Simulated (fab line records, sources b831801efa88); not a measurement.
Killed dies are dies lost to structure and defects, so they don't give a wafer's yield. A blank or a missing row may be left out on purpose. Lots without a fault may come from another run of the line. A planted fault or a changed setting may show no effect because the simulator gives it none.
fab line records | flow gf180mcu
record lots=5 wafers=15 last_day=34
route steps=602 shown M3@415 V3@429
lots that met no fault: from a run of the same line without faults
start_h: hours from the record's first day to the start of the lot's first wafer shown | wait_h: hours since the lot's step before | " the same as in the row above | L1.1+2: a row that stands for several wafers | - no value, or no start given | * or withheld: withheld | < > ~ a bound
route shown NAME@n: a module of which the file shows steps, and the number in the route of the first | usual: mean/standard deviation of fault-free wafers | same: alike in all rows | chamber/n: place in a boat | sites: the reading at each site | _std_site: their standard deviation | _edge_site: outer sites' mean less inner sites' | radius_mm: how far each site lies from the wafer's centre | mask NAME#n: copy n | behind: the tool/chamber that last shaped the wafer | hold: why the lot was held/for how many hours/how that ended | device: the transistor (n, p or np) that didn't switch | end of line: the same wafers' tests at the end of the route | a step without rows: its recipe alone | killed: dies lost to structure and defects at the first sort, not the wafer's yield | map: a wafer's dies, x killed, . not, _ none there
set.NAME: the setting as run; set.NAME@STEP: as run at that earlier step | model.NAME: the simulator's own value behind a step, which no gauge read
lots at some steps of the route; a table a step, a row a wafer
services: from which hour (start_h, from the record's first day; less than 0 if before it) a tool's chamber was out of use, for how many hours, and why
## steps
# step GF_M3_THK_MEAS_06
# recipe thk_meas_gauge=xrf reads=AlCu_of_M3_SPUTTER_02
# usual M3_ALCU_THK=445/6.4
# columns lot.wafer tool chamber start_h wait_h M3_ALCU_THK[nm]
L075.1 film_metro-01 - 479.87 0.1 433
L075.2 " - " " 448
L075.6 " - " " 436
L078.2 film_metro-03 - 506.82 0.1 461
L078.3 " - " " 461
L078.5 " - " " 452
L082.1 film_metro-01 - 536.50 0.1 456
L082.4 " - " " 449
L082.6 " - " " 449
L096.2 film_metro-04 - 639.55 0.1 437
L096.3 " - " " 440
L096.6 " - " " 441
L097.1 film_metro-01 - 656.30 0.1 447
L097.3 " - " " 435
L097.4 " - " " 448
# step GF_M3_DEHYDRATE_07
# recipe temp_c=200 time_s=60
# usual chill_plate_temp_C=23.00/0.095
# columns lot.wafer tool chamber start_h wait_h chill_plate_temp_C
L075.1 litho_track-03 0 491.05 11.2 23.10
L075.2 " 0 " " 22.95
L075.6 " 0 " " 22.96
L078.2 litho_track-04 0 516.99 10.2 22.98
L078.3 " 0 " " 23.05
L078.5 " 0 " " 22.99
L082.1 litho_track-04 0 546.97 10.5 22.96
L082.4 " 0 " " 22.89
L082.6 " 0 " " 22.94
L096.2 litho_track-04 0 648.69 9.1 23.12
L096.3 " 0 " " 22.99
L096.6 " 0 " " 23.08
L097.1 litho_track-03 0 665.80 9.5 22.93
L097.3 " 0 " " 22.89
L097.4 " 0 " " 23.10
# step GF_M3_HMDS_08
# recipe prime_time_s=60 prime_temp_c=120
# usual chill_plate_temp_C=23.01/0.1
# columns lot.wafer tool chamber start_h wait_h chill_plate_temp_C
L075.1 litho_track-03 0 491.20 0.1 22.86
L075.2 " 0 " " 23.09
L075.6 " 0 " " 22.80
L078.2 litho_track-04 0 517.14 0.1 23.09
L078.3 " 0 " " 22.86
L078.5 " 0 " " 22.95
L082.1 litho_track-04 0 547.12 0.1 22.99
L082.4 " 0 " " 22.81
L082.6 " 0 " " 22.98
L096.2 litho_track-04 0 648.84 0.1 23.04
L096.3 " 0 " " 23.00
L096.6 " 0 " " 23.01
L097.1 litho_track-03 0 665.95 0.1 23.05
L097.3 " 0 " " 23.15
L097.4 " 0 " " 23.10
# step GF_M3_COAT_09
# recipe resist=KrF spin_rpm=withheld resist_thk_nm=1000
# usual chill_plate_temp_C=22.99/0.11 dispense_pressure_kPa=47.3/2.4
# columns lot.wafer tool chamber start_h wait_h chill_plate_temp_C dispense_pressure_kPa
L075.1 litho_track-03 0 491.35 0.1 23.05 45.4
L075.2 " 0 " " 23.02 45.4
L075.6 " 0 " " 22.95 45.4
L078.2 litho_track-04 0 517.29 0.1 22.78 50.0
L078.3 " 0 " " 23.01 50.0
L078.5 " 0 " " 23.09 50.0
L082.1 litho_track-04 0 547.27 0.1 23.12 49.9
L082.4 " 0 " " 22.98 49.9
L082.6 " 0 " " 23.07 49.9
L096.2 litho_track-04 0 648.99 0.1 23.17 50.0
L096.3 " 0 " " 23.15 50.0
L096.6 " 0 " " 23.16 50.0
L097.1 litho_track-03 0 666.10 0.1 23.03 45.4
L097.3 " 0 " " 23.12 45.4
L097.4 " 0 " " 22.92 45.4
# step GF_M3_SOFTBAKE_10
# recipe temp_c=130 time_s=60 resist=KrF
# usual chill_plate_temp_C=23.02/0.1
# columns lot.wafer tool chamber start_h wait_h chill_plate_temp_C
L075.1 litho_track-03 0 491.50 0.1 23.04
L075.2 " 0 " " 23.01
L075.6 " 0 " " 23.08
L078.2 litho_track-04 0 517.44 0.1 23.30
L078.3 " 0 " " 23.02
L078.5 " 0 " " 23.09
L082.1 litho_track-04 0 547.42 0.1 22.91
L082.4 " 0 " " 22.97
L082.6 " 0 " " 22.95
L096.2 litho_track-04 0 649.14 0.1 22.96
L096.3 " 0 " " 23.24
L096.6 " 0 " " 23.01
L097.1 litho_track-03 0 666.25 0.1 23.09
L097.3 " 0 " " 23.01
L097.4 " 0 " " 23.06
# step GF_M3_EXPOSE_11
# recipe mask_id=Metal3 target_cd_nm=280 na=0.68 source_shape=conventional sigma_outer=0.6 dose_mj=28
# usual stage_vel_mm_s=500.04/0.23
# columns lot.wafer tool chamber start_h wait_h mask stage_vel_mm_s
L075.1 krf_scanner-01 0 - - Metal3#0 500.34
L075.2 " 0 " " Metal3#0 500.25
L075.6 " 0 " " Metal3#0 499.78
L078.2 krf_scanner-02 0 - - Metal3#0 500.17
L078.3 " 0 " " Metal3#0 499.92
L078.5 " 0 " " Metal3#0 499.75
L082.1 krf_scanner-02 0 - - Metal3#0 500.08
L082.4 " 0 " " Metal3#0 500.21
L082.6 " 0 " " Metal3#0 500.16
L096.2 krf_scanner-01 0 - - Metal3#0 500.02
L096.3 " 0 " " Metal3#0 499.86
L096.6 " 0 " " Metal3#0 500.13
L097.1 krf_scanner-01 0 - - Metal3#0 500.26
L097.3 " 0 " " Metal3#0 499.94
L097.4 " 0 " " Metal3#0 500.22
# step GF_M3_PEB_12
# recipe peb_temp_c=135 peb_time_s=90 resist=KrF
# usual chill_plate_temp_C=23.01/0.11
# columns lot.wafer tool chamber start_h wait_h chill_plate_temp_C
L075.1 litho_track-04 0 - - 22.94
L075.2 " 0 " " 22.73
L075.6 " 0 " " 22.98
L078.2 litho_track-01 0 - - 23.11
L078.3 " 0 " " 22.94
L078.5 " 0 " " 23.08
L082.1 litho_track-03 0 - - 23.09
L082.4 " 0 " " 23.07
L082.6 " 0 " " 23.14
L096.2 litho_track-01 0 - - 22.96
L096.3 " 0 " " 23.03
L096.6 " 0 " " 23.02
L097.1 litho_track-04 0 - - 23.01
L097.3 " 0 " " 23.01
L097.4 " 0 " " 22.81
# step GF_M3_DEVELOP_13
# recipe develop_time_s=60 dev_temp_c=21
# usual chill_plate_temp_C=22.96/0.12
# columns lot.wafer tool chamber start_h wait_h chill_plate_temp_C
L075.1 litho_track-04 0 503.87 0.2 22.81
L075.2 " 0 " " 23.03
L075.6 " 0 " " 22.82
L078.2 litho_track-01 0 529.24 0.2 22.93
L078.3 " 0 " " 22.87
L078.5 " 0 " " 22.99
L082.1 litho_track-03 0 558.00 0.2 23.06
L082.4 " 0 " " 23.00
L082.6 " 0 " " 22.90
L096.2 litho_track-01 0 659.44 0.2 22.94
L096.3 " 0 " " 23.21
L096.6 " 0 " " 23.01
L097.1 litho_track-04 0 676.07 0.2 22.98
L097.3 " 0 " " 22.92
L097.4 " 0 " " 22.97
# step GF_M3_CD_MEAS_14
# recipe target_cd_nm=280
# usual cd_nm=280.0/1.1
# columns lot.wafer tool chamber start_h wait_h cd_nm
L075.1 cd_sem-01 - 504.02 0.1 281.4
L075.2 " - " " 281.6
L075.6 " - " " 281.5
L078.2 cd_sem-02 - 529.38 0.1 277.6
L078.3 " - " " 277.0
L078.5 " - " " 278.3
L082.1 cd_sem-01 - 558.15 0.1 281.6
L082.4 " - " " 280.3
L082.6 " - " " 280.0
L096.2 cd_sem-02 - 659.58 0.1 278.6
L096.3 " - " " 279.5
L096.6 " - " " 278.6
L097.1 cd_sem-01 - 676.22 0.1 279.6
L097.3 " - " " 278.5
L097.4 " - " " 279.0
# step GF_M3_OVL_MEAS_15
# usual M3_OVL=-1/5.2
# columns lot.wafer tool chamber start_h wait_h M3_OVL[nm]
L075.1 overlay-02 - 504.14 0.1 0
L075.2 " - " " 4
L075.6 " - " " 1
L078.2 overlay-01 - 529.49 0.1 -1
L078.3 " - " " 6
L078.5 " - " " 4
L082.1 overlay-02 - 558.27 0.1 -2
L082.4 " - " " 4
L082.6 " - " " -3
L096.2 overlay-02 - 659.69 0.1 -8
L096.3 " - " " -4
L096.6 " - " " -3
L097.1 overlay-01 - 676.34 0.1 -2
L097.3 " - " " 1
L097.4 " - " " -4
# step GF_M3_METAL_ETCH_16
# recipe chemistry=Cl2/BCl3 mask_material=KrF target_depth_nm=750.8 stop_on=SiO2 pressure_mtorr=8 icp_w=800 bias_w=140 Cl2_flow_sccm=80 bcl3_flow_sccm=40 time_s=125.1
# usual drypump_motor_current_A=5.40/0.26 oes_product_au=0.992/0.0065 throttle_valve_pct=28.226/0.0097
# columns lot.wafer tool chamber start_h wait_h drypump_motor_current_A oes_product_au rf_hours_counter_h throttle_valve_pct
L075.1 rie_metal-02 1 504.17 0.0 5.84 1.003 10 28.235
L075.2 " 0 " " 5.72 0.980 7 28.236
L075.6 " 1 " " 5.82 0.994 - 28.205
L078.2 rie_metal-04 1 529.52 0.0 5.01 0.984 13 28.246
L078.3 " 0 " " 5.34 0.996 - 28.217
L078.5 " 0 " " 5.33 0.998 - 28.212
L082.1 rie_metal-03 0 558.31 0.0 5.59 0.990 4 28.238
L082.4 " 0 " " 5.54 0.989 - 28.221
L082.6 " 0 " " 5.55 0.988 - 28.240
L096.2 rie_metal-03 1 659.76 0.1 5.65 1.009 - 28.214
L096.3 " 1 " " 5.65 0.988 - 28.223
L096.6 " 1 " " 5.64 0.994 - 28.230
L097.1 rie_metal-03 1 676.37 0.0 5.66 0.989 2 28.228
L097.3 " 1 " " 5.65 0.995 - 28.218
L097.4 " 1 " " 5.64 0.987 - 28.234
# step GF_M3_STRIP_17
# recipe chemistry=O2/N2 power_w=1400 pressure_mtorr=1500 platen_temp_c=250 o2_flow_sccm=3000 n2_flow_sccm=300 overash_fraction=0.5
# usual drypump_motor_current_A=5.87/0.28 heater_power_w=305/26 oes_product_au=0.536/0.0056 platen_temp_c=249.99/0.15 strip_time_to_endpoint_s=7.35/0.066
# columns lot.wafer tool chamber start_h wait_h drypump_motor_current_A heater_power_w oes_product_au platen_temp_c rf_hours_counter_h strip_time_to_endpoint_s
L075.1 plasma_asher-02 0 504.30 0.1 6.40 327 0.536 249.96 73 7.34
L075.2 " 1 " " 5.71 319 0.538 249.98 73 7.44
L075.6 " 1 " " 5.75 318 0.539 250.10 - 7.35
L078.2 plasma_asher-03 1 529.65 0.1 5.87 300 0.536 249.93 41 7.46
L078.3 " 1 " " 5.88 291 0.528 249.92 - 7.28
L078.5 " 0 " " 5.76 281 0.538 250.01 - 7.28
L082.1 plasma_asher-02 1 558.44 0.1 5.73 314 0.542 250.00 80 7.39
L082.4 " 0 " " 6.44 334 0.540 249.88 - 7.37
L082.6 " 0 " " 6.44 327 0.537 249.82 - 7.42
L096.2 plasma_asher-04 1 659.98 0.2 5.50 285 0.532 250.16 25 7.29
L096.3 " 0 " " 6.04 348 0.528 250.21 - 7.34
L096.6 " 1 " " 5.51 278 0.538 250.07 - 7.31
L097.1 plasma_asher-04 0 676.63 0.2 6.07 342 0.540 249.99 27 7.34
L097.3 " 0 " " 6.11 343 0.534 250.11 - 7.26
L097.4 " 1 " " 5.52 291 0.528 249.92 - 7.28
# step GF_M3_STRIP_18
# recipe chemistry=post_etch_residue_remover time_s=1200 temp_c=72.5
# columns lot.wafer tool chamber start_h wait_h
L075.1+2+6 wet_bench-04 2 504.40 0.1
L078.2+3+5 wet_bench-03 3 529.75 0.1
L082.1+4+6 wet_bench-04 3 558.54 0.1
L096.2+3+6 wet_bench-02 1 660.08 0.1
L097.1+3+4 wet_bench-03 3 676.73 0.1
# step GF_M3_CLEAN_19
# recipe chemistry=DIW dry=n2_spin
# columns lot.wafer tool chamber start_h wait_h
L075.1+2+6 wet_bench-02 0 504.75 0.0
L078.2+3+5 wet_bench-02 2 530.09 0.0
L082.1+4+6 wet_bench-03 1 558.88 0.0
L096.2+3+6 wet_bench-02 3 660.42 0.0
L097.1+3+4 wet_bench-04 0 677.07 0.0
# step GF_V3_CVD_00
# recipe material=SiO2 target_thk_nm=600 sigma_open_frac=0.3 temp_c=400 time_s=100 sih4_flow_sccm=60 pressure_mtorr=6
# columns lot.wafer tool chamber start_h wait_h
L075.1+2+6 hdpcvd-02 1,2,0 504.84 0.0
L078.2+3+5 hdpcvd-01 2,1,2 530.19 0.0
L082.1+4+6 hdpcvd-02 0,1,2 558.98 0.0
L096.2+3+6 hdpcvd-02 0,2,1 660.51 0.0
L097.1+3+4 hdpcvd-02 0,2,1 677.16 0.0
# step GF_V3_THK_MEAS_01
# recipe reads=SiO2_of_V3_CVD_00
# usual V3_CVD_00_THK=603/6
# columns lot.wafer tool chamber start_h wait_h V3_CVD_00_THK[nm]
L075.1 film_metro-03 - 504.91 0.0 607
L075.2 " - " " 598
L075.6 " - " " 615
L078.2 film_metro-03 - 530.27 0.0 596
L078.3 " - " " 600
L078.5 " - " " 606
L082.1 film_metro-03 - 559.05 0.0 592
L082.4 " - " " 610
L082.6 " - " " 602
L096.2 film_metro-03 - 660.59 0.0 600
L096.3 " - " " 601
L096.6 " - " " 604
L097.1 film_metro-02 - 677.24 0.0 605
L097.3 " - " " 610
L097.4 " - " " 614
# step GF_V3_CVD_02
# recipe material=SiO2 target_thk_nm=850 precursor=TEOS temp_c=400 time_s=94.851 rf_w=600
# usual heater_power_w=657/120
# columns lot.wafer tool chamber start_h wait_h heater_power_w
L075.1 pecvd-01 0 504.97 0.1 767
L075.2 " 1 " " 653
L075.6 " 0 " " 623
L078.2 pecvd-03 0 530.32 0.0 410
L078.3 " 1 " " 613
L078.5 " 0 " " 457
L082.1 pecvd-01 0 559.11 0.1 641
L082.4 " 0 " " 707
L082.6 " 1 " " 529
L096.2 pecvd-02 0 660.64 0.0 800
L096.3 " 2 " " 718
L096.6 " 1 " " 638
L097.1 pecvd-03 2 677.30 0.1 665
L097.3 " 1 " " 588
L097.4 " 2 " " 512
# step GF_V3_THK_MEAS_03
# recipe reads=SiO2_of_V3_CVD_02
# usual V3_CVD_02_THK=852/11
# columns lot.wafer tool chamber start_h wait_h V3_CVD_02_THK[nm]
L075.1 film_metro-04 - 505.04 0.0 847
L075.2 " - " " 857
L075.6 " - " " 853
L078.2 film_metro-04 - 530.40 0.0 847
L078.3 " - " " 840
L078.5 " - " " 862
L082.1 film_metro-02 - 559.18 0.0 846
L082.4 " - " " 850
L082.6 " - " " 866
L096.2 film_metro-04 - 660.72 0.0 852
L096.3 " - " " 840
L096.6 " - " " 865
L097.1 film_metro-04 - 677.40 0.1 836
L097.3 " - " " 841
L097.4 " - " " 852
# step GF_V3_CMP_04
# recipe material=SiO2 down_force_psi=4 platen_rpm=60 pad_velocity_m_s=0.94248
# usual edge_zone_pressure_frac=1.000/0.0052 motor_current_A=12.5/1.1 time_to_endpoint_s=81/5.3
# columns lot.wafer tool chamber start_h wait_h edge_zone_pressure_frac motor_current_A time_to_endpoint_s
L075.1 cmp-02 0 505.10 0.1 1.008 14.2 85
L075.2 " 1 " " 1.001 11.2 87
L075.6 " 1 " " 1.000 11.3 89
L078.2 cmp-01 1 530.45 0.0 1.009 12.1 75
L078.3 " 2 " " 0.998 13.8 72
L078.5 " 1 " " 1.004 12.6 83
L082.4 cmp-01 3 559.24 0.0 0.994 11.4 84
L082.1 " 0 " " 0.991 11.8 78
L082.6 " 3 " " 0.998 12.2 86
L096.3 cmp-01 1 660.82 0.1 1.003 13.1 81
L096.2 " 3 " " 0.999 12.5 81
L096.6 " 0 " " 1.007 10.8 87
L097.1 cmp-01 0 677.46 0.1 1.004 11.7 81
L097.3 " 2 " " 0.992 13.4 82
L097.4 " 3 " " 1.002 12.4 89
# step GF_V3_BOW_MEAS_05
# recipe mode=bow
# usual V3_BOW=118/8.9
# columns lot.wafer tool chamber start_h wait_h V3_BOW[um]
L075.1 film_metro-03 - 505.40 0.2 117
L075.2 " - " " 111
L075.6 " - " " 117
L078.2 film_metro-02 - 530.77 0.3 124
L078.3 " - " " 114
L078.5 " - " " 108
L082.1 film_metro-03 - 559.54 0.2 122
L082.4 " - " " 124
L082.6 " - " " 127
L096.2 film_metro-02 - 661.09 0.1 116
L096.3 " - " " 112
L096.6 " - " " 128
L097.1 film_metro-02 - 677.76 0.2 103
L097.3 " - " " 103
L097.4 " - " " 107
# step GF_V3_DEHYDRATE_06
# recipe temp_c=200 time_s=60
# usual chill_plate_temp_C=23.02/0.12
# columns lot.wafer tool chamber start_h wait_h chill_plate_temp_C
L075.1 litho_track-02 0 516.15 10.7 22.96
L075.2 " 0 " " 22.83
L075.6 " 0 " " 22.92
L078.2 litho_track-01 0 541.29 10.5 23.24
L078.3 " 0 " " 23.12
L078.5 " 0 " " 23.13
L082.1 litho_track-01 0 570.11 10.6 23.11
L082.4 " 0 " " 23.14
L082.6 " 0 " " 22.93
L096.2 litho_track-02 0 669.67 8.6 23.06
L096.3 " 0 " " 23.25
L096.6 " 0 " " 23.01
L097.1 litho_track-04 0 686.12 8.3 22.87
L097.3 " 0 " " 22.85
L097.4 " 0 " " 22.79
# step GF_V3_HMDS_07
# recipe prime_time_s=60 prime_temp_c=120
# usual chill_plate_temp_C=23.00/0.095
# columns lot.wafer tool chamber start_h wait_h chill_plate_temp_C
L075.1 litho_track-02 0 516.30 0.1 23.13
L075.2 " 0 " " 23.10
L075.6 " 0 " " 23.01
L078.2 litho_track-01 0 541.44 0.1 23.10
L078.3 " 0 " " 22.93
L078.5 " 0 " " 22.87
L082.1 litho_track-01 0 570.26 0.1 23.03
L082.4 " 0 " " 23.05
L082.6 " 0 " " 23.04
L096.2 litho_track-02 0 669.82 0.1 23.05
L096.3 " 0 " " 23.09
L096.6 " 0 " " 23.02
L097.1 litho_track-04 0 686.27 0.1 23.01
L097.3 " 0 " " 23.09
L097.4 " 0 " " 23.06
## services
# columns tool chamber start_h hours kind
rie_metal-03 1 468.26 37.4 repair
wet_bench-03 - 475.49 4.3 repair
krf_scanner-01 - 489.05 1.3 pm
rie_metal-03 - 493.16 0.4 repair
krf_scanner-01 - 511.57 0.3 repair
pecvd-03 - 511.90 2.2 repair
krf_scanner-01 - 516.12 1.8 repair
hdpcvd-02 - 539.25 15.0 pm
pecvd-01 - 561.47 0.8 pm
plasma_asher-02 - 563.00 0.8 repair
wet_bench-02 - 570.98 27.2 pm
hdpcvd-02 2 572.24 4.3 repair
krf_scanner-01 - 579.03 1.0 pm
cmp-01 - 599.70 1.2 repair
krf_scanner-01 - 612.73 4.0 pm
cmp-01 - 630.09 9.0 pm
rie_metal-03 1 635.57 12.6 repair
hdpcvd-02 0 635.84 4.1 repair
hdpcvd-02 - 636.12 5.5 pm
krf_scanner-01 - 639.63 0.8 pm
cmp-01 - 639.88 19.3 repair
rie_metal-03 0 653.52 25.8 repair
krf_scanner-01 - 664.95 1.3 pm
wet_bench-04 - 682.98 3.7 repair
## key
fault none
